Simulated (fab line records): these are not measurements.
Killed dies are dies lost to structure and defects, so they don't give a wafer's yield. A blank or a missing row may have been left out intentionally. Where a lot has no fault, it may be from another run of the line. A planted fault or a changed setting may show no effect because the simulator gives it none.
The tool behind it: which one? || flow gf180mcu || Sampling: 12 lots, 36 wafers, 2 of 602 route steps

WHAT THE GAUGES READ, wafer by wafer
GF_V3_THK_MEAS_03.
{"lot": "L075", "measured": "day 21 14:16", "on": "film metro-02", "V3_CVD_02_THK (nm)": "848 852 864"}
{"lot": "L077", "measured": "day 22 08:04", "on": "film metro-03", "V3_CVD_02_THK (nm)": "846 842 848"}
{"lot": "L079", "measured": "day 23 07:42", "on": "film metro-02", "V3_CVD_02_THK (nm)": "854 862 855"}
{"lot": "L081", "measured": "day 24 00:47", "on": "film metro-01", "V3_CVD_02_THK (nm)": "833 844 851"}
{"lot": "L083", "measured": "day 24 17:52", "on": "film metro-03", "V3_CVD_02_THK (nm)": "851 858 850"}
{"lot": "L084", "measured": "day 25 11:52", "on": "film metro-01", "V3_CVD_02_THK (nm)": "842 843 865"}
{"lot": "L087", "measured": "day 25 23:40", "on": "film metro-03", "V3_CVD_02_THK (nm)": "837 848 857"}
{"lot": "L089", "measured": "day 26 20:34", "on": "film metro-01", "V3_CVD_02_THK (nm)": "854 842 856"}
{"lot": "L091", "measured": "day 27 11:52", "on": "film metro-02", "V3_CVD_02_THK (nm)": "836 860 856"}
{"lot": "L093", "measured": "day 27 19:38", "on": "film metro-03", "V3_CVD_02_THK (nm)": "835 843 842"}
{"lot": "L095", "measured": "day 28 11:41", "on": "film metro-03", "V3_CVD_02_THK (nm)": "851 851 857"}
{"lot": "L097", "measured": "day 29 02:20", "on": "film metro-01", "V3_CVD_02_THK (nm)": "832 845 859"}

WHAT TOOL EACH LOT RAN ON (gives the tool, then ch and the chambers of the sampled wafers, and finally the start)
{"lot": "L075", "GF_V1_CVD_02": "pecvd-03 ch 0,1, day 17 07:00"}
{"lot": "L077", "GF_V1_CVD_02": "pecvd-01 ch 0,2, day 18 02:29"}
{"lot": "L079", "GF_V1_CVD_02": "pecvd-02 ch 0,2, day 19 02:24"}
{"lot": "L081", "GF_V1_CVD_02": "pecvd-02 ch 0,1,2, day 19 19:08"}
{"lot": "L083", "GF_V1_CVD_02": "pecvd-01 ch 0,1, day 20 15:51"}
{"lot": "L084", "GF_V1_CVD_02": "pecvd-03 ch 0,1,2, day 21 10:21"}
{"lot": "L087", "GF_V1_CVD_02": "pecvd-02 ch 1,2, day 22 00:21"}
{"lot": "L089", "GF_V1_CVD_02": "pecvd-01 ch 0,1, day 22 22:41"}
{"lot": "L091", "GF_V1_CVD_02": "pecvd-01 ch 0,2, day 23 17:21"}
{"lot": "L093", "GF_V1_CVD_02": "pecvd-03 ch 0,1,2, day 24 02:00"}
{"lot": "L095", "GF_V1_CVD_02": "pecvd-02 ch 0,1,2, day 24 19:04"}
{"lot": "L097", "GF_V1_CVD_02": "pecvd-02 ch 0,1, day 25 10:18"}
- GF_V1_CVD_02: deposits SiO2 from TEOS, target thk 850 nm, time 94.851 s.

THE ANSWER, worked out from the rows above alone
Rule: the lots themselves supply what counts as usual. The widest of any qualifying gaps counts: lots, ordered by their means at a reading, are off when they make up no more than a third of the lots, leave a main group of 4 or more, and stand apart from it by 3 or more times the standard deviation of that group's means. Not used: any main group whose means are identical at the precision the tables above print for the reading. Also off: a lot with no number at a reading for which 4 or more lots have one. The other lots that the step has rows for count as sound.
Across all readings shown, no lot is off: no conclusion can be drawn from this.

WHAT HAD BEEN PUT IN BY THE SIMULATOR
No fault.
